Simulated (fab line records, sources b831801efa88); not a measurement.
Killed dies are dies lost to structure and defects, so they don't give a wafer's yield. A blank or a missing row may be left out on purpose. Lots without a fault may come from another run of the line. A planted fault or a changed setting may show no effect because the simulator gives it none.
Tool commonality check | flow gf180mcu | 14 lots, 42 wafers sampled

WHY IT WAS OPENED
At GF_PSD_TW_MEAS_11 the reading PSD_TW is flagged on 2 of 14 lots. Wafers without a fault read 3200, standard deviation 22.
Rule: a lot is flagged when every wafer of it that has a number lies more than 4 standard deviations from that mean, or none has a number. The other lots count as sound.

lot  | measured     | on            | PSD_TW, wafer by wafer | flag
L297 | day 14 19:06 | film_metro-02 | 3153 3182 3157         |
L298 | day 14 20:59 | film_metro-02 | 3177 3183 3177         |
L299 | day 15 08:08 | film_metro-01 | 3188 3177 3179         |
L300 | day 15 18:50 | film_metro-04 | 3220 3242 3233         |
L301 | day 15 19:01 | film_metro-04 | 3222 3230 3230         |
L302 | day 15 23:05 | film_metro-02 | 3170 3166 3161         |
L303 | day 16 11:24 | film_metro-02 | 3207 3176 3192         |
L304 | day 17 00:50 | film_metro-02 | 3175 3185 3186         |
L305 | day 17 02:06 | film_metro-04 | 4300 4299 4285         | FLAGGED
L306 | day 17 11:05 | film_metro-04 | 4314 4301 4298         | FLAGGED
L315 | day 20 13:29 | film_metro-02 | 3192 3194 3201         |
L318 | day 21 12:07 | film_metro-04 | 3220 3222 3205         |
L319 | day 21 19:40 | film_metro-02 | 3219 3201 3213         |
L320 | day 22 05:59 | film_metro-04 | 3222 3216 3225         |
The numbers of the flagged lots are 4300 on average: +1100 against the usual, or +50 standard deviations.

WHICH TOOL RAN EACH LOT
The record holds 2 process steps before the reading, out of a route of 602 steps. In each cell: the tool, then ch and the chambers that the sampled wafers went through, then the start.
lot  | flag    | GF_POLY_GATE_ETCH_13             | GF_NSD_COAT_02
L297 |         | rie_si-01 ch 1,2, day 9 17:17    | litho_track-02 ch 0, day 13 11:42
L298 |         | rie_si-01 ch 1,2,3, day 9 19:29  | litho_track-03 ch 0, day 13 13:32
L299 |         | rie_si-01 ch 1,2,3, day 10 05:07 | litho_track-03 ch 0, day 14 01:17
L300 |         | rie_si-02 ch 0,1,2, day 10 15:37 | litho_track-02 ch 0, day 14 10:19
L301 |         | rie_si-01 ch 1,3, day 10 15:47   | litho_track-04 ch 0, day 14 10:52
L302 |         | rie_si-02 ch 0,2,3, day 10 17:59 | litho_track-02 ch 0, day 14 15:34
L303 |         | rie_si-02 ch 1,2, day 11 06:53   | litho_track-04 ch 0, day 15 03:32
L304 |         | rie_si-01 ch 1,2, day 11 15:22   | litho_track-02 ch 0, day 15 14:55
L305 | FLAGGED | rie_si-02 ch 0,3, day 11 15:44   | litho_track-02, day 15 16:37
L306 | FLAGGED | rie_si-01 ch 1,2,3, day 12 01:05 | litho_track-02, day 16 00:48
L315 |         | rie_si-02 ch 0,2,3, day 14 14:11 | litho_track-02 ch 0, day 18 23:52
L318 |         | rie_si-02 ch 0,2,3, day 15 08:17 | litho_track-02 ch 0, day 19 23:22
L319 |         | rie_si-02 ch 0,2, day 15 14:50   | litho_track-04 ch 0, day 20 07:07
L320 |         | rie_si-02 ch 0,1, day 16 02:05   | litho_track-04 ch 0, day 20 17:11
What these steps do:
- GF_POLY_GATE_ETCH_13: etches poly-Si in HBr/Cl2, stops on SiO2, target depth 198.5 nm, time 69.6 s.
- GF_NSD_COAT_02: resist thk 1000 nm.
- GF_PSD_TW_MEAS_11

FLAGGED OVER TOTAL, TOOL BY TOOL (the gauges that took the reading come last)
step                 | tool           | lots run | flagged | share of the flagged lots | sound lots run after its first flagged lot
GF_POLY_GATE_ETCH_13 | rie_si-01      | 6        | 1       | some                      | 0
GF_POLY_GATE_ETCH_13 | rie_si-02      | 8        | 1       | some                      | 4 (L315,L318,L319,L320)
GF_NSD_COAT_02       | litho_track-02 | 8        | 2       | all                       | 2 (L315,L318)
GF_NSD_COAT_02       | litho_track-03 | 2        | 0       | none                      | -
GF_NSD_COAT_02       | litho_track-04 | 4        | 0       | none                      | -
GF_PSD_TW_MEAS_11    | film_metro-01  | 1        | 0       | none                      | -
GF_PSD_TW_MEAS_11    | film_metro-02  | 7        | 0       | none                      | -
GF_PSD_TW_MEAS_11    | film_metro-04  | 6        | 2       | all                       | 2 (L318,L320)

WHAT THE TABLE ALLOWS
2 rows of the table ran every flagged lot: litho_track-02 at GF_NSD_COAT_02, film_metro-04 at GF_PSD_TW_MEAS_11.
- litho_track-02 at GF_NSD_COAT_02: 2 of its 8 lots flagged. Sound lots ran on it after the first flagged one (L315, L318), which a lasting fault on the whole tool wouldn't allow. On the flagged lots its readings are blank where sound lots have values: chill_plate_temp_C, dispense_pressure_kPa.
- film_metro-04 at GF_PSD_TW_MEAS_11: 2 of its 6 lots flagged. Sound lots ran on it after the first flagged one (L318, L320), which a lasting fault on the whole tool wouldn't allow.
No row of the table ran every flagged lot and no sound lot after the first.

WHAT THE SIMULATOR HAD PUT IN
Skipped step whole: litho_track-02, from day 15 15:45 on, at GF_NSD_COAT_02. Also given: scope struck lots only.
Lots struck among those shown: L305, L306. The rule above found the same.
